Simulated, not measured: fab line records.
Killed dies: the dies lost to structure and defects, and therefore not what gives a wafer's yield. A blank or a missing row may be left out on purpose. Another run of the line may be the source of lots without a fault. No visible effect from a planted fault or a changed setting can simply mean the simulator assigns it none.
fab line records	flow sky130
record: lots: 6	wafers: 18	last-day: 50
route steps=708 shown LDD_HVP@287 LDD_LDN@289 PAD_OPEN@708
lots that met no fault: taken from a fault-free run of the same line
start-h: hours from the record's opening day to when the first of the lot's shown wafers began	wait-h: time in hours since the lot's previous step	" the same as in the row above	L1.1+2: one row covering several wafers at once	- no value, or no start given	* or withheld: withheld	< > ~ a bound
route shown NAME@n: names a module that has steps shown in the file, with the first one's number in the route	usual: mean and standard deviation over wafers with no fault	same: alike in all rows	chamber/n: place in a boat	sites: each site's reading	_std_site: the standard deviation of these	_edge_site: the outer-site mean with the inner-site mean subtracted	radius-mm: for every site, how far away it sits from the centre of the wafer	mask NAME#n: copy n	behind: the last tool/chamber to shape the wafer	hold: why the lot went on hold/how many hours it stayed there/how the hold came to an end	device: the transistor (n, p or np) that didn't switch	end of line: the tests these same wafers got at the end of their route	for a step that has no rows: nothing shown but its recipe	killed: the dies lost at the first sort to structure and to defects; this is not the yield of the wafer	map: shows each die of a wafer: x if killed, . if not, _ if none is there
set.NAME: the run value of the setting; set.NAME@STEP: its run value at that earlier step	model.NAME: the simulator's own value behind a step, which no gauge read
lots seen at some steps along the route; tables by step, rows by wafer
services: a tool's chamber out of use, with start hour (start-h, from the record's first day; less than 0 if before it), hours out, and reason
== steps ==
step: SKY_LDD_HVP_STRIP_09
recipe: chemistry: O2/N2	power-w: 1400	pressure-mtorr: 1500	platen-temp-c: withheld	o2-flow-sccm: 3000	n2-flow-sccm: 300	overash-fraction: 0.5
usual: drypump-motor-current-A: 5.5/0.32	oes-product-au: 0.408/0.0048	strip-time-to-endpoint-s: 4.133/0.014
lot.wafer	tool	chamber	start-h	wait-h	drypump-motor-current-A	oes-product-au	rf-hours-counter-h	strip-time-to-endpoint-s
L431.3	plasma-asher-02	1	483.65	0.1	5.6	0.403	-	4.105
L431.4	"	0	"	"	5.6	0.415	-	4.126
L431.6	"	0	"	"	5.7	0.414	-	4.129
L438.2	plasma-asher-02	1	556.76	0.1	5.6	0.409	44	4.124
L438.5	"	0	"	"	5.7	0.410	-	4.120
L438.6	"	1	"	"	5.6	0.406	-	4.133
L449.2	plasma-asher-04	1	641.67	0.1	4.9	0.411	84	4.145
L449.5	"	1	"	"	4.9	0.408	-	4.135
L449.6	"	0	"	"	5.4	0.411	-	4.151
L451.1	plasma-asher-04	1	659.56	0.1	4.9	0.407	86	4.145
L451.4	"	1	"	"	4.9	0.412	-	4.145
L451.6	"	0	"	"	5.5	0.400	-	4.144
L453.2	plasma-asher-02	1	673.66	0.1	5.6	0.413	55	4.150
L453.4	"	1	"	"	5.6	0.405	-	4.146
L453.6	"	0	"	"	5.7	0.413	-	4.141
L454.2	plasma-asher-04	0	689.61	0.1	5.4	0.408	89	4.124
L454.3	"	1	"	"	4.9	0.400	-	4.151
L454.5	"	1	"	"	4.9	0.405	-	4.140
step: SKY_LDD_HVP_TW_MEAS_10
usual: LDD_HVP_TW: 458/7.3
lot.wafer	tool	chamber	start-h	wait-h	LDD_HVP_TW
L431.3	film-metro-01	-	483.74	0.1	446
L431.4	"	-	"	"	448
L431.6	"	-	"	"	445
L438.2	film-metro-04	-	556.87	0.1	465
L438.5	"	-	"	"	466
L438.6	"	-	"	"	467
L449.2	film-metro-03	-	641.78	0.1	458
L449.5	"	-	"	"	459
L449.6	"	-	"	"	458
L451.1	film-metro-04	-	659.66	0.1	464
L451.4	"	-	"	"	464
L451.6	"	-	"	"	463
L453.2	film-metro-01	-	673.77	0.1	448
L453.4	"	-	"	"	448
L453.6	"	-	"	"	447
L454.2	film-metro-04	-	689.72	0.1	465
L454.3	"	-	"	"	465
L454.5	"	-	"	"	467
step: SKY_LDD_LDN_DEHYDRATE_00
recipe: temp-c: 200	time-s: 60
step: SKY_LDD_LDN_HMDS_01
recipe: prime-time-s: 60	prime-temp-c: 120
step: SKY_LDD_LDN_COAT_02
recipe: resist: NOVOLAK	spin-rpm: 3000	resist-thk-nm: 1140
step: SKY_LDD_LDN_SOFTBAKE_03
recipe: temp-c: 90	time-s: 60	resist: NOVOLAK
step: SKY_LDD_LDN_EXPOSE_04
recipe: mask-id: LDNTM	na: 0.6	source-shape: conventional	sigma-outer: 0.6	polarization: unpolarized	target-cd-nm: 700	dose-mj: 140
step: SKY_LDD_LDN_PEB_05
recipe: temp-c: withheld	time-s: *	resist: NOVOLAK
step: SKY_LDD_LDN_DEVELOP_06
recipe: resist: NOVOLAK	developer: TMAH	develop-time-s: 60	dev-temp-c: 23
step: SKY_LDD_LDN_OVL_MEAS_07
usual: LDD_LDN_OVL: 0.5/1.7
lot.wafer	tool	chamber	start-h	wait-h	LDD_LDN_OVL[nm]
L431.3	overlay-01	-	514.08	0.1	3.0
L431.4	"	-	"	"	2.1
L431.6	"	-	"	"	3.2
L438.2	overlay-02	-	585.78	0.1	-0.2
L438.5	"	-	"	"	1.6
L438.6	"	-	"	"	1.6
L449.2	overlay-01	-	669.94	0.1	1.4
L449.5	"	-	"	"	1.6
L449.6	"	-	"	"	2.9
L451.1	overlay-01	-	687.57	0.1	0.4
L451.4	"	-	"	"	0.7
L451.6	"	-	"	"	0.6
L453.2	overlay-02	-	700.67	0.1	-1.5
L453.4	"	-	"	"	-0.2
L453.6	"	-	"	"	-1.3
L454.2	overlay-02	-	716.94	0.1	1.5
L454.3	"	-	"	"	0.9
L454.5	"	-	"	"	1.8
step: SKY_LDD_LDN_IMPLANT_08
recipe: species: As	energy-kev: 15	dose-cm2: 1.25e+13	tilt-deg: withheld	rotation-deg: 23
step: SKY_LDD_LDN_IMPLANT_09
recipe: species: As	energy-kev: 15	dose-cm2: 1.25e+13	tilt-deg: withheld	rotation-deg: 113
step: SKY_LDD_LDN_IMPLANT_10
recipe: species: As	energy-kev: 15	dose-cm2: 1.25e+13	tilt-deg: withheld	rotation-deg: 203
usual: beam-on-s: 10.00/0.21	dose-ions-cm2: 1.25e+13/1.3e+10	faraday-current-uA: 70.5/1.5
lot.wafer	tool	chamber	start-h	wait-h	beam-on-s	dose-ions-cm2	faraday-current-uA
L431.3	implanter-03	0	514.45	0.1	9.99	1.2474e+13	71.0
L431.4	"	0	"	"	10.14	1.2482e+13	69.3
L431.6	"	0	"	"	10.46	1.2508e+13	67.5
L438.2	implanter-02	0	586.14	0.1	9.37	1.2499e+13	74.7
L438.5	"	0	"	"	10.16	1.2497e+13	69.3
L438.6	"	0	"	"	10.06	1.2502e+13	69.9
L449.2	implanter-03	0	670.29	0.1	10.15	7.572e+12	42.0
L449.5	"	0	"	"	9.86	7.577e+12	43.2
L449.6	"	0	"	"	9.94	7.587e+12	42.8
L451.1	implanter-03	0	687.90	0.1	9.82	7.578e+12	43.5
L451.4	"	0	"	"	9.89	7.573e+12	43.3
L451.6	"	0	"	"	9.50	7.58e+12	44.8
L453.2	implanter-02	0	701.03	0.1	9.98	1.2499e+13	70.6
L453.4	"	0	"	"	9.95	1.2519e+13	70.9
L453.6	"	0	"	"	9.95	1.2507e+13	71.0
L454.2	implanter-02	0	717.29	0.1	10.04	1.2531e+13	70.1
L454.3	"	0	"	"	9.94	1.2513e+13	71.0
L454.5	"	0	"	"	9.72	1.2496e+13	72.6
step: SKY_LDD_LDN_IMPLANT_11
recipe: species: As	energy-kev: 15	dose-cm2: 1.25e+13	tilt-deg: withheld	rotation-deg: 293
step: SKY_PAD_OPEN_PROBE_99
usual: killed_at_M0_to_M3: 44/7.2	killed_at_M4_up: 3.0/1.9	killed-at-contacts: 25/4.8	killed-at-front-end: 16/4.2	killed-at-other: 0.2/0.44	killed-dies: 88/9.3	killed-open: 48/7.1	killed-short: 40/6.5
same: gross-dies: 492	killed-at-back-side: 0
lot.wafer	tool	chamber	start-h	wait-h	killed_at_M0_to_M3	killed_at_M4_up	killed-at-contacts	killed-at-front-end	killed-at-other	killed-dies	killed-open	killed-short	model.etest.tip-sonos.rs-ohm-sq
L431.3	prober-02	-	1064.20	0.2	41	0	21	14	0	76	46	30	2612
L431.4	prober-02	-	1064.25	0.2	44	3	20	17	0	84	49	35	2622
L431.6	prober-02	-	1064.35	0.2	48	1	18	17	1	85	41	44	2563
L438.2	prober-01	-	1114.45	0.1	45	3	27	14	0	89	47	42	2625
L438.5	prober-01	-	1114.60	0.2	49	3	25	16	1	94	60	34	2713
L438.6	prober-01	-	1114.65	0.2	44	0	31	19	0	94	57	37	2654
L449.2	prober-02	-	1170.05	0.1	42	3	37	25	0	107	64	43	2825
L449.5	prober-02	-	1170.20	0.2	40	4	23	15	0	82	30	52	2819
L449.6	prober-02	-	1170.25	0.2	47	2	17	15	0	81	39	42	2793
L451.1	prober-02	-	1181.55	0.1	38	3	21	16	1	79	50	29	2777
L451.4	prober-02	-	1181.70	0.2	50	2	25	17	0	94	54	40	2801
L451.6	prober-02	-	1181.80	0.2	48	3	23	16	0	90	48	42	2788
L453.2	prober-01	-	1187.38	0.1	37	5	24	11	0	77	42	35	2601
L453.4	prober-01	-	1187.48	0.2	46	9	16	13	0	84	44	40	2588
L453.6	prober-01	-	1187.58	0.2	43	1	23	20	0	87	47	40	2579
L454.2	prober-01	-	1196.55	0.1	60	1	22	21	1	105	57	48	2676
L454.3	prober-01	-	1196.60	0.2	41	4	21	19	0	85	51	34	2701
L454.5	prober-01	-	1196.70	0.2	41	5	18	13	0	77	48	29	2674
killed by level:class
L431.3 VIA1:geometric-particle:open=13 LI_CONTACT:geometric-particle:open=7 CONTACT:geometric-particle:open=6 METAL1:geometric-particle:short=5 VIA2:geometric-particle:open=5 VIA3:geometric-particle:open=5 POLY_GATE:geometric-particle:short=4 LI_CONTACT:geometric-particle:short=4
L431.4 VIA1:geometric-particle:open=14 CONTACT:geometric-particle:open=7 CONTACT:geometric-particle:short=6 METAL2:geometric-particle:short=6 VIA2:geometric-particle:open=6 POLY_GATE:geometric-particle:open=5 LI_CONTACT:geometric-particle:open=5 METAL1:geometric-particle:short=5
L431.6 VIA1:geometric-particle:open=11 METAL1:geometric-particle:short=9 METAL2:geometric-particle:short=8 LI_CONTACT:geometric-particle:open=6 FIELD_ISO:geometric-particle:short=5 POLY_GATE:geometric-particle:open=5 VIA3:geometric-particle:open=5 VIA3:geometric-particle:short=4
L438.2 VIA2:geometric-particle:open=10 CONTACT:geometric-particle:open=10 VIA1:geometric-particle:open=8 LI_CONTACT:geometric-particle:open=7 METAL2:geometric-particle:short=7 CONTACT:geometric-particle:short=6 VIA1:geometric-particle:short=5 VIA3:geometric-particle:open=5
L438.5 VIA1:geometric-particle:open=14 VIA3:geometric-particle:open=12 VIA2:geometric-particle:open=8 CONTACT:geometric-particle:open=7 LI_CONTACT:geometric-particle:open=7 FIELD_ISO:geometric-particle:open=4 LI_CONTACT:geometric-particle:short=4 CONTACT:geometric-particle:short=4
L438.6 VIA3:geometric-particle:open=11 CONTACT:geometric-particle:open=9 VIA2:geometric-particle:open=9 LI_CONTACT:geometric-particle:open=8 VIA1:geometric-particle:open=7 FIELD_ISO:geometric-particle:short=6 LI_CONTACT:geometric-particle:short=5 LOCAL_INTERCONNECT:geometric-particle:short=4
L449.2 CONTACT:geometric-particle:open=16 LI_CONTACT:geometric-particle:open=10 VIA1:geometric-particle:open=9 FIELD_ISO:geometric-particle:short=8 POLY_GATE:geometric-particle:open=8 VIA2:geometric-particle:open=8 LOCAL_INTERCONNECT:geometric-particle:short=6 METAL3:geometric-particle:short=5
L449.5 CONTACT:geometric-particle:short=9 VIA2:geometric-particle:open=7 VIA3:geometric-particle:open=7 VIA1:geometric-particle:short=6 LOCAL_INTERCONNECT:geometric-particle:short=6 FIELD_ISO:geometric-particle:short=5 LI_CONTACT:geometric-particle:open=5 METAL1:geometric-particle:short=5
L449.6 VIA1:geometric-particle:open=8 VIA3:geometric-particle:open=7 METAL1:geometric-particle:short=6 METAL2:geometric-particle:short=6 VIA2:geometric-particle:open=6 LI_CONTACT:geometric-particle:open=5 POLY_GATE:geometric-particle:short=4 LOCAL_INTERCONNECT:geometric-particle:short=4
L451.1 VIA1:geometric-particle:open=15 FIELD_ISO:geometric-particle:open=6 LI_CONTACT:geometric-particle:open=6 CONTACT:geometric-particle:open=6 VIA2:geometric-particle:open=4 FIELD_ISO:geometric-particle:short=4 LI_CONTACT:geometric-particle:short=4 VIA1:geometric-particle:short=4
L451.4 VIA1:geometric-particle:open=14 CONTACT:geometric-particle:open=10 FIELD_ISO:geometric-particle:short=7 LOCAL_INTERCONNECT:geometric-particle:short=7 VIA2:geometric-particle:open=7 VIA3:geometric-particle:open=7 VIA1:geometric-particle:short=5 LI_CONTACT:geometric-particle:open=5
L451.6 VIA2:geometric-particle:open=10 VIA1:geometric-particle:open=8 LI_CONTACT:geometric-particle:open=7 METAL2:geometric-particle:short=7 LOCAL_INTERCONNECT:geometric-particle:short=6 CONTACT:geometric-particle:open=6 VIA3:geometric-particle:open=5 VIA1:geometric-particle:short=5
L453.2 CONTACT:geometric-particle:open=11 VIA1:geometric-particle:open=8 VIA2:geometric-particle:open=6 METAL2:geometric-particle:short=6 METAL3:geometric-particle:short=6 LI_CONTACT:geometric-particle:open=4 LOCAL_INTERCONNECT:geometric-particle:short=4 METAL1:geometric-particle:short=4
L453.4 VIA1:geometric-particle:open=12 VIA1:geometric-particle:short=9 VIA2:geometric-particle:open=7 METAL4:geometric-particle:short=7 FIELD_ISO:geometric-particle:open=5 CONTACT:geometric-particle:short=5 METAL1:geometric-particle:short=4 CONTACT:geometric-particle:open=4
L453.6 METAL2:geometric-particle:short=10 FIELD_ISO:geometric-particle:open=9 LI_CONTACT:geometric-particle:open=8 CONTACT:geometric-particle:open=8 VIA3:geometric-particle:open=7 FIELD_ISO:geometric-particle:short=6 METAL1:geometric-particle:short=6 VIA2:geometric-particle:open=4
L454.2 VIA2:geometric-particle:open=13 CONTACT:geometric-particle:open=8 VIA1:geometric-particle:open=8 VIA2:geometric-particle:short=8 VIA3:geometric-particle:open=8 LI_CONTACT:geometric-particle:open=7 FIELD_ISO:geometric-particle:short=6 FIELD_ISO:geometric-particle:open=5
L454.3 LI_CONTACT:geometric-particle:open=8 CONTACT:geometric-particle:open=8 VIA3:geometric-particle:open=8 POLY_GATE:geometric-particle:open=6 METAL1:geometric-particle:short=6 VIA2:geometric-particle:open=6 FIELD_ISO:geometric-particle:short=5 METAL1:geometric-particle:open=5
L454.5 VIA1:geometric-particle:open=8 FIELD_ISO:geometric-particle:open=7 CONTACT:geometric-particle:open=7 VIA2:geometric-particle:open=5 LI_CONTACT:geometric-particle:open=5 CONTACT:geometric-particle:short=5 METAL1:geometric-particle:short=5 VIA1:geometric-particle:short=4
== services ==
tool	chamber	start-h	hours	kind
implanter-02	-	481.34	2.6	repair
plasma-asher-04	-	534.79	4.5	repair
implanter-03	-	577.96	8.2	repair
implanter-03	-	609.32	1.6	repair
implanter-03	-	622.93	2.3	repair
plasma-asher-04	-	624.06	4.9	repair
implanter-03	-	649.07	1.8	repair
implanter-03	-	652.81	2.5	pm
plasma-asher-02	-	657.41	2.8	pm
implanter-03	-	664.56	3.3	repair
== key ==
first-sign: step: SKY_LDD_LDN_IMPLANT_10	reading: dose-ions-cm2	direction: down	sigmas: 99+	usual: *	struck: *
effect: step: SKY_LDD_LDN_IMPLANT_10	reading: faraday-current-uA	direction: down	sigmas: 19	usual: 70.5	struck: 43.3
model-effect: step: SKY_PAD_OPEN_PROBE_99	value: etest.tip-sonos.rs-ohm-sq	without: 2641	struck: 2800
met-at SKY_LDD_LDN_IMPLANT_10
struck-wafers L449.2,L449.5,L449.6,L451.1,L451.4,L451.6
tester-left-out L449,L451
onset-between 514.45 670.29
fault: kind: process-parameter-drift	tool: implanter-03	chamber: -	onset-h: 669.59	steps: SKY_LDD_LDN_IMPLANT_10	channel: dose-cm2	offset: *	shape: step	end-h: 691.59	acts-in: *	stated: *
tester-left-out: of these lots the tester's yield and bins aren't shown, on N5 and GAA mostly nor the transistor test; their killed dies are dies lost to structure and defects alone, not to doping, threshold or leakage, so they don't give the yield
